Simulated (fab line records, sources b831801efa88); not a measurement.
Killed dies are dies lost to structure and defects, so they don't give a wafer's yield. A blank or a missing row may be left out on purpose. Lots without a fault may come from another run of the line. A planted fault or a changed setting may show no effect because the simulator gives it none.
Problem report in the 8D (eight disciplines) form, filled by code | flow sky130 | the parts of the form that need people (team, actions taken, sign-off) are left out

1. THE PROBLEM
spin_speed_rpm at SKY_METAL2_COAT_10 reads a mean of 2955.4 rpm on 6 wafers of 2 lots; wafers without a fault read 2999.7 rpm with a standard deviation of 2.2. That is -20 standard deviations from the usual mean.
The step: resist thk 450 nm.
First seen on wafer L155.2, day 40 07:00, on litho_track-04. The record holds 36 wafers of 12 lots with a number at this step. Rule for "out", or "out of limits": more than 4 standard deviations from the usual mean. The other wafers with a number count as sound.

2. WHAT IT IS AND WHAT IT IS NOT
question                    | is                     | is not
which readings at this step | spin_speed_rpm         | dispense_pressure_kPa, exhaust_pa
which lots                  | L155, L157             | L141, L142, L144, L146, L147, L149, L154, L160, L161, L162
which wafers of those lots  | all that have a number | -
read on which tools         | litho_track-04         | litho_track-01, litho_track-02
when                        | from day 40 07:00      | up to then (21 sound wafers); but 9 sound wafers of L160, L161, L162 came after

3. SUSPECTS, AND WHAT RULES EACH OUT
Counting: a tool at a process step up to the reading stays a suspect if it ran every lot that is out and no sound lot after the first of them.
- litho_track-04 at SKY_METAL2_COAT_10 (resist thk 450 nm): kept. It ran every lot that is out, first L155 (day 40 07:00), and no sound lot after that; its last sound lot up to then is L149 (day 38 04:00). Its own readings are out on those wafers: spin_speed_rpm.
Left after counting: litho_track-04 at SKY_METAL2_COAT_10.

4. THE CAUSE (what the simulator had put in)
Process parameter drift: litho_track-04, from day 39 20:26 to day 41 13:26, at SKY_METAL2_COAT_10. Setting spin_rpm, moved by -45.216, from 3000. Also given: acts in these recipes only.
Counting left only this tool.

5. THE CHAIN OF EFFECTS, in route order
Each row: a reading whose mean over the struck wafers that have a number lies more than 3 standard deviations from the usual. Only readings for which the record gives a usual standard deviation are gone through. hours: the time from each lot's start at the first step in this table that gives one to its start at this step, as a median over the lots. sigmas: the change in usual standard deviations.
hours | step               | reading        | usual      | on struck wafers | change | sigmas
0     | SKY_METAL2_COAT_10 | spin_speed_rpm | 2999.7 rpm | 2955.4           | -44.3  | -20
The process steps in it:
- SKY_METAL2_COAT_10: resist thk 450 nm.

6. WHAT WOULD HAVE CAUGHT IT SOONER
In this record the first reading out of limits was taken at day 40 07:00, 11 hours after the fault began at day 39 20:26.
